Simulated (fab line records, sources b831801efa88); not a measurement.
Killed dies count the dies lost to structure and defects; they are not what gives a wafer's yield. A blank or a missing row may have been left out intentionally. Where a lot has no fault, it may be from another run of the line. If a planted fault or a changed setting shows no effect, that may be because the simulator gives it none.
Comparing a struck lot with a sound one || flow gf180mcu || 15 out of 602 route steps
Sound: the wafers L898.2, L898.4, L898.6. Wafers struck: L888.2, L888.3, L888.5. The cause is named last.
For every step that has rows: the tool of each side, followed by ch and its chambers, followed by its first start. Under that, the readings that differ: sound wafers || struck wafers || difference of the means || sigmas: that difference in standard deviations of wafers without a fault.
alike: readings whose means differ by less than 2 such deviations, and words and numbers that are the same on both sides. not compared: withheld readings, readings that some wafer has no value for, bounds like >300 that may hide the same value, and numbers for which the record gives no deviation and whose values overlap.
A row with sigmas, a row that says differs or no value, or rows on one side alone: a step with any of these is where the two part. Non-overlapping numbers with no deviation appear without sigmas and do not part them. A reading missing from all wafers of one side parts the sides only when that side holds two or more wafers.

first, 2 steps without rows for these wafers: GF_MVSD_IMPLANT_08; GF_MVSD_IMPLANT_09.
GF_MVSD_STRIP_10: strips in O2/N2.
  sound on plasma_asher-04 ch 0,1, day 9 12:48; struck on plasma_asher-02 ch 0,1, day 7 02:14
  alike: drypump_motor_current_A, heater_power_w, oes_product_au, strip_time_to_endpoint_s
  not compared: rf_hours_counter_h
GF_MVSD_TW_MEAS_11:
  sound on film_metro-01, day 9 12:55; struck on film_metro-04, day 7 02:21
  alike: MVSD_TW
then, 7 steps without rows for these wafers: GF_MVPSD_DEHYDRATE_00 (time 60 s); GF_MVPSD_HMDS_01 (prime time 60 s); GF_MVPSD_COAT_02 (resist thk 3000 nm); GF_MVPSD_SOFTBAKE_03; GF_MVPSD_EXPOSE_04 (exposes mask MVPSD, target cd 1000 nm); GF_MVPSD_PEB_05; GF_MVPSD_DEVELOP_06 (develop time 60 s).
GF_MVPSD_OVL_MEAS_07:
  sound on overlay-01, day 10 06:13; struck on overlay-01, day 7 17:43
  alike: MVPSD_OVL
GF_MVPSD_IMPLANT_08:
  sound on implanter-04 ch 0, day 10 06:16; struck on implanter-04 ch 0, day 7 17:46
{"reading": "beam_energy_keV", "sound": "169.95 170.00 169.98", "struck": "174.95 175.00 175.04", "difference": "+5.02", "sigmas": "+77"}
{"reading": "model.implant.drp_nm (nm)", "sound": "102.4 102.4 102.4", "struck": "103.2 103.2 103.2", "difference": "+0.8", "sigmas": ""}
  alike: beam_on_s
after that, 1 step had no rows for these wafers: GF_MVPSD_IMPLANT_09.
GF_PASSIVATION_PROBE_99:
  the record holds rows for the sound wafers here (prober-01, day 34 13:41) but none for the struck ones

WHERE THEY PART
First at GF_MVPSD_IMPLANT_08; last, within this record, at GF_PASSIVATION_PROBE_99.

WHY: what had been put in by the simulator
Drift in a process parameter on implanter-04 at GF_MVPSD_IMPLANT_08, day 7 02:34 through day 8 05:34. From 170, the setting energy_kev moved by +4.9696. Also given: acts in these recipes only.
